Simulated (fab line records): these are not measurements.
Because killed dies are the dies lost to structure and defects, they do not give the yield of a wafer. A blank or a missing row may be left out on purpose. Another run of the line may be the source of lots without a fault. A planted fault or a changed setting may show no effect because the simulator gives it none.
fab line records ; flow sky130
[record] lots = 11; wafers = 33; last-day = 50
route steps=708 shown LDD_P@265 SD_P@330 RES_XHIGH@340 SD_N@356
lots with no fault: from the same line, run without faults
start-h: hours from the record's first day to the start of the lot's first wafer shown ; wait-h: how many hours have passed since the lot's step before this one ; " same as the row above ; L1.1+2: one row covering several wafers at once ; - no value, or no start given ; * or withheld: withheld ; < > ~ a bound
route shown NAME@n: NAME is a module with steps in the file, n the number in the route of the first one ; usual: mean/standard deviation of fault-free wafers ; same: alike in all rows ; chamber/n: place in a boat ; sites: the reading at each site ; _std_site: how widely they spread, as a standard deviation ; _edge_site: the outer-site mean with the inner-site mean subtracted ; radius-mm: for every site, how far away it sits from the centre of the wafer ; mask NAME#n: copy n ; behind: tool/chamber where the wafer was last shaped ; hold: reason for holding the lot/hours on hold/outcome of the hold ; device: names the non-switching transistor (n, p or np) ; end of line: the tests these same wafers got at the end of their route ; a step given without rows: its recipe and nothing more ; killed: dies lost to structure and defects at the first sort, not the wafer's yield ; map: per-die view of a wafer (x killed, . not killed, _ where there is no die)
set.NAME: the run value of the setting; set.NAME@STEP: its run value at that earlier step ; model.NAME: the simulator's own value behind a step, which no gauge read
steps of the route over a sample of lots; a table a step, a row a wafer
services: a tool's chamber out of use, with start hour (start-h, from the record's first day; less than 0 if before it), hours out, and reason
[[steps]]
[step SKY_LDD_P_STRIP_10]
[recipe] chemistry = O2/N2; power-w = 1400; pressure-mtorr = 1500; platen-temp-c = withheld; o2-flow-sccm = 3000; n2-flow-sccm = 300; overash-fraction = 0.5
[usual] drypump-motor-current-A = 6.0/0.5; oes-product-au = 0.715/0.0044; strip-time-to-endpoint-s = 14.20/0.036
lot.wafer;tool;chamber;start-h;wait-h;drypump-motor-current-A;oes-product-au;rf-hours-counter-h;strip-time-to-endpoint-s
L159.2;plasma-asher-04;1;421.91;0.1;6.5;0.707;76;14.18
L159.4;plasma-asher-04;0;421.91;0.1;6.4;0.716;-;14.19
L159.5;plasma-asher-04;1;421.91;0.1;6.5;0.716;-;14.20
L161.3;plasma-asher-03;0;446.54;0.1;6.4;0.709;-;14.21
L161.4;plasma-asher-03;1;446.54;0.1;5.3;0.714;-;14.16
L161.6;plasma-asher-03;1;446.54;0.1;5.3;0.717;-;14.17
L162.1;plasma-asher-04;1;454.46;0.1;6.5;0.718;79;14.16
L162.2;plasma-asher-04;0;454.46;0.1;6.4;0.719;79;14.18
L162.6;plasma-asher-04;0;454.46;0.1;6.4;0.723;-;14.19
L163.1;plasma-asher-02;1;463.05;0.1;5.7;0.713;34;14.19
L163.2;plasma-asher-02;0;463.05;0.1;5.4;0.717;34;14.18
L163.3;plasma-asher-02;1;463.05;0.1;5.7;0.722;-;14.17
L167.2;plasma-asher-02;0;508.25;0.1;5.4;0.706;39;14.19
L167.3;plasma-asher-02;0;508.25;0.1;5.4;0.716;-;14.19
L167.4;plasma-asher-02;1;508.25;0.1;5.7;0.708;-;14.17
L168.1;plasma-asher-03;1;515.21;0.1;5.3;0.722;69;14.25
L168.4;plasma-asher-03;0;515.21;0.1;6.4;0.714;-;14.24
L168.5;plasma-asher-03;0;515.21;0.1;6.3;0.720;-;14.25
L178.1;plasma-asher-04;0;593.54;0.1;6.4;0.720;93;14.12
L178.2;plasma-asher-04;1;593.54;0.1;6.5;0.718;93;14.20
L178.3;plasma-asher-04;1;593.54;0.1;6.5;0.717;-;14.14
L179.1;plasma-asher-03;1;598.81;0.1;5.3;0.721;77;14.24
L179.2;plasma-asher-03;0;598.81;0.1;6.4;0.722;77;14.28
L179.4;plasma-asher-03;1;598.81;0.1;5.3;0.716;-;14.27
L180.1;plasma-asher-03;1;610.21;0.1;5.3;0.726;78;14.18
L180.2;plasma-asher-03;0;610.21;0.1;6.5;0.722;78;14.18
L180.6;plasma-asher-03;1;610.21;0.1;5.3;0.724;-;14.20
L181.1;plasma-asher-03;0;614.49;0.1;6.4;0.717;79;14.21
L181.4;plasma-asher-03;1;614.49;0.1;5.3;0.712;-;14.18
L181.6;plasma-asher-03;0;614.49;0.1;6.4;0.713;-;14.21
L182.2;plasma-asher-04;1;622.41;0.1;6.5;0.715;97;14.27
L182.5;plasma-asher-04;0;622.41;0.1;6.4;0.714;-;14.21
L182.6;plasma-asher-04;1;622.41;0.1;6.5;0.721;-;14.24
[step SKY_SD_P_STRIP_10]
[recipe] chemistry = O2/N2; power-w = 1400; pressure-mtorr = 1500; platen-temp-c = withheld; o2-flow-sccm = 3000; n2-flow-sccm = 300; overash-fraction = 0.5
[usual] drypump-motor-current-A = 5.79/0.25; oes-product-au = 0.617/0.0047; strip-time-to-endpoint-s = 17.49/0.041
lot.wafer;tool;chamber;start-h;wait-h;drypump-motor-current-A;oes-product-au;rf-hours-counter-h;strip-time-to-endpoint-s
L159.2;plasma-asher-02;1;575.89;0.1;5.66;0.617;47;17.58
L159.4;plasma-asher-02;0;575.89;0.1;5.42;0.626;-;17.48
L159.5;plasma-asher-02;1;575.89;0.1;5.66;0.615;-;17.47
L161.3;plasma-asher-01;0;598.54;0.1;5.75;0.616;-;17.48
L161.4;plasma-asher-01;1;598.54;0.1;5.94;0.616;-;17.47
L161.6;plasma-asher-01;0;598.54;0.1;5.77;0.618;-;17.46
L162.1;plasma-asher-01;0;605.39;0.1;5.76;0.616;19;17.55
L162.2;plasma-asher-01;1;605.39;0.1;5.90;0.620;19;17.56
L162.6;plasma-asher-01;1;605.39;0.1;5.94;0.612;-;17.54
L163.1;plasma-asher-01;1;614.19;0.1;5.93;0.610;20;17.59
L163.2;plasma-asher-01;0;614.19;0.1;5.75;0.623;20;17.57
L163.3;plasma-asher-01;1;614.19;0.1;5.90;0.618;-;17.60
L167.2;plasma-asher-01;0;657.94;0.1;5.75;0.624;25;17.50
L167.3;plasma-asher-01;1;657.94;0.1;5.89;0.617;-;17.54
L167.4;plasma-asher-01;0;657.94;0.1;5.74;0.620;-;17.53
L168.1;plasma-asher-01;1;668.16;0.1;5.98;0.619;27;17.45
L168.4;plasma-asher-01;0;668.16;0.1;5.75;0.618;-;17.44
L168.5;plasma-asher-01;1;668.16;0.1;5.93;0.610;-;17.48
L178.1;plasma-asher-02;0;738.01;0.1;5.39;0.614;52;17.47
L178.2;plasma-asher-02;1;738.01;0.1;5.66;0.622;52;17.42
L178.3;plasma-asher-02;1;738.01;0.1;5.66;0.619;-;17.42
L179.1;plasma-asher-01;1;743.79;0.1;5.94;0.610;35;17.45
L179.2;plasma-asher-01;0;743.79;0.1;5.74;0.622;35;17.50
L179.4;plasma-asher-01;1;743.79;0.1;5.93;0.610;-;17.42
L180.1;plasma-asher-03;0;753.74;0.1;6.44;0.619;95;17.52
L180.2;plasma-asher-03;1;753.74;0.1;5.28;0.619;95;17.49
L180.6;plasma-asher-03;1;753.74;0.1;5.30;0.615;-;17.49
L181.1;plasma-asher-01;0;757.58;0.2;5.77;0.617;37;17.48
L181.4;plasma-asher-01;0;757.58;0.2;5.75;0.616;-;17.51
L181.6;plasma-asher-01;1;757.58;0.2;5.92;0.620;-;17.49
L182.2;plasma-asher-01;1;763.44;0.1;5.98;0.615;38;17.46
L182.5;plasma-asher-01;0;763.44;0.1;5.75;0.617;-;17.41
L182.6;plasma-asher-01;1;763.44;0.1;5.93;0.613;-;17.42
[step SKY_RES_XHIGH_STRIP_08]
[recipe] chemistry = O2/N2; power-w = 1400; pressure-mtorr = 1500; platen-temp-c = withheld; o2-flow-sccm = 3000; n2-flow-sccm = 300; overash-fraction = 0.5
[usual] drypump-motor-current-A = 6.2/0.38; oes-product-au = 0.710/0.0043; strip-time-to-endpoint-s = 14.27/0.038
lot.wafer;tool;chamber;start-h;wait-h;drypump-motor-current-A;oes-product-au;rf-hours-counter-h;strip-time-to-endpoint-s
L159.2;plasma-asher-04;0;605.50;0.1;6.4;0.715;95;14.31
L159.4;plasma-asher-04;0;605.50;0.1;6.4;0.714;-;14.26
L159.5;plasma-asher-04;0;605.50;0.1;6.4;0.716;-;14.30
L161.3;plasma-asher-04;0;626.65;0.1;6.4;0.716;-;14.25
L161.4;plasma-asher-04;1;626.65;0.1;6.5;0.714;-;14.25
L161.6;plasma-asher-04;0;626.65;0.1;6.4;0.709;-;14.26
L162.1;plasma-asher-04;1;634.55;0.1;6.5;0.713;99;14.24
L162.2;plasma-asher-04;0;634.55;0.1;6.4;0.713;99;14.25
L162.6;plasma-asher-04;1;634.55;0.1;6.5;0.713;-;14.24
L163.1;plasma-asher-04;1;642.80;0.1;6.5;0.708;100;14.24
L163.2;plasma-asher-04;0;642.80;0.1;6.4;0.716;100;14.27
L163.3;plasma-asher-04;0;642.80;0.1;6.4;0.713;-;14.26
L167.2;plasma-asher-04;0;686.00;0.1;6.4;0.718;105;14.25
L167.3;plasma-asher-04;0;686.00;0.1;6.5;0.710;-;14.21
L167.4;plasma-asher-04;1;686.00;0.1;6.5;0.715;-;14.24
L168.1;plasma-asher-01;1;696.95;0.1;6.0;0.707;30;14.25
L168.4;plasma-asher-01;0;696.95;0.1;5.8;0.707;-;14.26
L168.5;plasma-asher-01;0;696.95;0.1;5.8;0.709;-;14.27
L178.1;plasma-asher-04;0;765.40;0.1;6.4;0.699;3;14.31
L178.2;plasma-asher-04;1;765.40;0.1;6.5;0.701;3;14.29
L178.3;plasma-asher-04;0;765.40;0.1;6.4;0.706;-;14.28
L179.1;plasma-asher-01;0;771.75;0.1;5.8;0.715;39;14.23
L179.2;plasma-asher-01;1;771.75;0.1;5.9;0.710;39;14.24
L179.4;plasma-asher-01;0;771.75;0.1;5.7;0.712;-;14.24
L180.1;plasma-asher-02;0;780.91;0.1;5.4;0.713;55;14.35
L180.2;plasma-asher-02;1;780.91;0.1;5.6;0.706;55;14.36
L180.6;plasma-asher-02;0;780.91;0.1;5.4;0.710;-;14.37
L181.1;plasma-asher-04;1;785.02;0.1;6.5;0.701;4;14.24
L181.4;plasma-asher-04;0;785.02;0.1;6.4;0.713;-;14.26
L181.6;plasma-asher-04;1;785.02;0.1;6.5;0.720;-;14.26
L182.2;plasma-asher-04;1;789.92;0.1;6.5;0.708;5;14.27
L182.5;plasma-asher-04;0;789.92;0.1;6.5;0.710;-;14.30
L182.6;plasma-asher-04;1;789.92;0.1;6.5;0.709;-;14.26
[step SKY_SD_N_RTA_14]
[recipe] temp-c = 1075; time-s = 2; idle-temp-c = 650; ramp-up-c-per-s = 150; ramp-down-c-per-s = 90; ambient = N2
[usual] chamber-o2-ppm = 1.999/0.021; lamp-power-pct = 15.73/0.054; wafer_temp_C_max = 1078.1/1.4
lot.wafer;tool;chamber;start-h;wait-h;chamber-o2-ppm;lamp-power-pct;wafer_temp_C_max
L159.2;rtp-anneal-02;0;634.96;0.0;2.019;15.73;1079.6
L159.4;rtp-anneal-02;0;634.96;0.0;1.976;15.84;1076.9
L159.5;rtp-anneal-02;0;634.96;0.0;1.982;15.60;1078.9
L161.3;rtp-anneal-02;0;655.76;0.0;2.013;15.87;1076.9
L161.4;rtp-anneal-02;0;655.76;0.0;2.007;15.82;1078.6
L161.6;rtp-anneal-02;0;655.76;0.0;2.021;15.73;1077.5
L162.1;rtp-anneal-01;0;662.69;0.0;2.009;15.77;1079.7
L162.2;rtp-anneal-01;0;662.69;0.0;1.983;15.73;1078.2
L162.6;rtp-anneal-01;0;662.69;0.0;1.996;15.73;1079.5
L163.1;rtp-anneal-02;0;671.40;0.0;2.002;15.77;1078.4
L163.2;rtp-anneal-02;0;671.40;0.0;2.022;15.83;1077.7
L163.3;rtp-anneal-02;0;671.40;0.0;1.977;15.79;1077.1
L167.2;rtp-anneal-02;0;714.38;0.0;1.991;16.44;1102.2
L167.3;rtp-anneal-02;0;714.38;0.0;2.012;16.48;1101.1
L167.4;rtp-anneal-02;0;714.38;0.0;1.997;16.42;1100.6
L168.1;rtp-anneal-02;0;725.90;0.0;2.049;16.43;1100.2
L168.4;rtp-anneal-02;0;725.90;0.0;2.034;16.37;1101.8
L168.5;rtp-anneal-02;0;725.90;0.0;1.991;16.45;1102.6
L178.1;rtp-anneal-02;0;793.19;0.0;2.003;15.72;1079.4
L178.2;rtp-anneal-02;0;793.19;0.0;2.028;15.84;1078.8
L178.3;rtp-anneal-02;0;793.19;0.0;1.995;15.76;1076.7
L179.1;rtp-anneal-01;0;800.88;0.0;1.991;15.72;1076.9
L179.2;rtp-anneal-01;0;800.88;0.0;1.987;15.79;1076.9
L179.4;rtp-anneal-01;0;800.88;0.0;1.963;15.81;1075.5
L180.1;rtp-anneal-02;0;807.62;0.0;1.973;15.75;1075.6
L180.2;rtp-anneal-02;0;807.62;0.0;1.981;15.78;1078.5
L180.6;rtp-anneal-02;0;807.62;0.0;1.972;15.70;1077.2
L181.1;rtp-anneal-01;0;812.06;0.0;2.002;15.73;1080.0
L181.4;rtp-anneal-01;0;812.06;0.0;2.006;15.81;1078.6
L181.6;rtp-anneal-01;0;812.06;0.0;1.995;15.73;1079.7
L182.2;rtp-anneal-02;0;816.22;0.0;1.989;15.77;1079.6
L182.5;rtp-anneal-02;0;816.22;0.0;1.985;15.68;1081.3
L182.6;rtp-anneal-02;0;816.22;0.0;2.001;15.67;1077.5
[step SKY_SD_N_RS_MEAS_16]
[recipe] thk-meas-gauge = four-point-probe
[usual] SD_N_RS = 68.60/0.11
lot.wafer;tool;chamber;start-h;wait-h;SD_N_RS[ohm/sq]
L159.2;film-metro-02;-;635.15;0.1;68.64
L159.4;film-metro-02;-;635.15;0.1;68.62
L159.5;film-metro-02;-;635.15;0.1;68.62
L161.3;film-metro-04;-;655.96;0.1;68.49
L161.4;film-metro-04;-;655.96;0.1;68.43
L161.6;film-metro-04;-;655.96;0.1;68.71
L162.1;film-metro-04;-;662.86;0.1;68.64
L162.2;film-metro-04;-;662.86;0.1;68.47
L162.6;film-metro-04;-;662.86;0.1;68.65
L163.1;film-metro-01;-;671.58;0.1;68.55
L163.2;film-metro-01;-;671.58;0.1;68.54
L163.3;film-metro-01;-;671.58;0.1;68.57
L167.2;film-metro-02;-;714.56;0.1;64.10
L167.3;film-metro-02;-;714.56;0.1;63.94
L167.4;film-metro-02;-;714.56;0.1;64.21
L168.1;film-metro-02;-;726.08;0.1;64.18
L168.4;film-metro-02;-;726.08;0.1;64.31
L168.5;film-metro-02;-;726.08;0.1;64.17
L178.1;film-metro-04;-;793.37;0.1;68.68
L178.2;film-metro-04;-;793.37;0.1;68.54
L178.3;film-metro-04;-;793.37;0.1;68.49
L179.1;film-metro-02;-;801.05;0.1;68.78
L179.2;film-metro-02;-;801.05;0.1;68.61
L179.4;film-metro-02;-;801.05;0.1;68.86
L180.1;film-metro-04;-;807.79;0.1;68.52
L180.2;film-metro-04;-;807.79;0.1;68.46
L180.6;film-metro-04;-;807.79;0.1;68.49
L181.1;film-metro-04;-;812.23;0.1;68.74
L181.4;film-metro-04;-;812.23;0.1;68.63
L181.6;film-metro-04;-;812.23;0.1;68.66
L182.2;film-metro-04;-;816.40;0.1;68.75
L182.5;film-metro-04;-;816.40;0.1;68.61
L182.6;film-metro-04;-;816.40;0.1;68.59
[step SKY_SD_N_RS_MEAS_17]
[recipe] thk-meas-gauge = four-point-probe
[usual] SD_P_RS = 147.1/0.37
lot.wafer;tool;chamber;start-h;wait-h;SD_P_RS[ohm/sq]
L159.2;film-metro-02;-;635.27;0.1;146.7
L159.4;film-metro-02;-;635.27;0.1;146.8
L159.5;film-metro-02;-;635.27;0.1;147.0
L161.3;film-metro-04;-;656.08;0.1;147.2
L161.4;film-metro-04;-;656.08;0.1;147.2
L161.6;film-metro-04;-;656.08;0.1;147.0
L162.1;film-metro-04;-;662.98;0.1;146.6
L162.2;film-metro-04;-;662.98;0.1;146.5
L162.6;film-metro-04;-;662.98;0.1;146.9
L163.1;film-metro-01;-;671.70;0.1;146.8
L163.2;film-metro-01;-;671.70;0.1;146.9
L163.3;film-metro-01;-;671.70;0.1;146.9
L167.2;film-metro-02;-;714.68;0.1;125.8
L167.3;film-metro-02;-;714.68;0.1;126.3
L167.4;film-metro-02;-;714.68;0.1;126.4
L168.1;film-metro-02;-;726.20;0.1;126.8
L168.4;film-metro-02;-;726.20;0.1;127.0
L168.5;film-metro-02;-;726.20;0.1;126.3
L178.1;film-metro-04;-;793.49;0.1;147.4
L178.2;film-metro-04;-;793.49;0.1;147.8
L178.3;film-metro-04;-;793.49;0.1;147.1
L179.1;film-metro-02;-;801.17;0.1;148.0
L179.2;film-metro-02;-;801.17;0.1;147.4
L179.4;film-metro-02;-;801.17;0.1;147.7
L180.1;film-metro-04;-;807.91;0.1;147.1
L180.2;film-metro-04;-;807.91;0.1;146.3
L180.6;film-metro-04;-;807.91;0.1;147.0
L181.1;film-metro-04;-;812.35;0.1;147.3
L181.4;film-metro-04;-;812.35;0.1;147.2
L181.6;film-metro-04;-;812.35;0.1;147.3
L182.2;film-metro-04;-;816.52;0.1;147.3
L182.5;film-metro-04;-;816.52;0.1;147.2
L182.6;film-metro-04;-;816.52;0.1;147.6
[[services]]
tool;chamber;start-h;hours;kind
plasma-asher-01;-;421.31;9.0;pm
plasma-asher-01;0;421.31;9.0;vent-cycle
plasma-asher-01;1;421.31;9.0;vent-cycle
plasma-asher-01;0;430.31;-;clean
plasma-asher-01;1;430.31;-;clean
plasma-asher-02;-;446.53;1.2;repair
rtp-anneal-01;-;486.33;8.4;pm
plasma-asher-03;-;519.73;14.6;pm
plasma-asher-04;-;536.58;4.3;pm
rtp-anneal-01;-;575.75;64.6;pm
plasma-asher-02;-;581.46;103.8;repair
plasma-asher-02;-;648.52;0.9;repair
plasma-asher-04;-;673.51;0.4;repair
plasma-asher-01;-;675.86;1.1;repair
plasma-asher-04;-;733.75;9.0;pm
plasma-asher-04;0;733.75;9.0;vent-cycle
plasma-asher-04;1;733.75;9.0;vent-cycle
plasma-asher-02;-;734.70;1.1;repair
rtp-anneal-01;-;736.88;1.0;repair
plasma-asher-04;0;742.75;-;clean
plasma-asher-04;1;742.75;-;clean
plasma-asher-02;-;751.07;14.6;pm
plasma-asher-02;-;796.57;3.4;repair
[[key]]
[first-sign] step = SKY_SD_N_RTA_14; reading = wafer_temp_C_max; direction = up; sigmas = 17; usual = *; struck = *
[effect] step = SKY_SD_N_RTA_14; reading = lamp-power-pct; direction = up; sigmas = 13; usual = 15.73; struck = 16.43
[effect] step = SKY_SD_N_RS_MEAS_16; reading = SD_N_RS; direction = down; sigmas = 40; usual = 68.60; struck = 64.15
[effect] step = SKY_SD_N_RS_MEAS_17; reading = SD_P_RS; direction = down; sigmas = 56; usual = 147.1; struck = 126.4
met-at SKY_SD_N_RTA_14
struck-lots L167,L168
tester-left-out L167,L168
not-acting-at SKY_LDD_P_STRIP_10,SKY_SD_P_STRIP_10,SKY_RES_XHIGH_STRIP_08
onset-between 671.40 714.38
[fault] kind = process-parameter-drift; tool = rtp-anneal-02; chamber = -; onset-h = 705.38; steps = SKY_SD_N_RTA_14; channel = temp-c; offset = *; shape = step; end-h = 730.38; acts-in = *; stated = *
// tester-left-out: of these lots the tester's yield and bins aren't shown, on N5 and GAA mostly nor the transistor test; their killed dies are dies lost to structure and defects alone, not to doping, threshold or leakage, so they don't give the yield
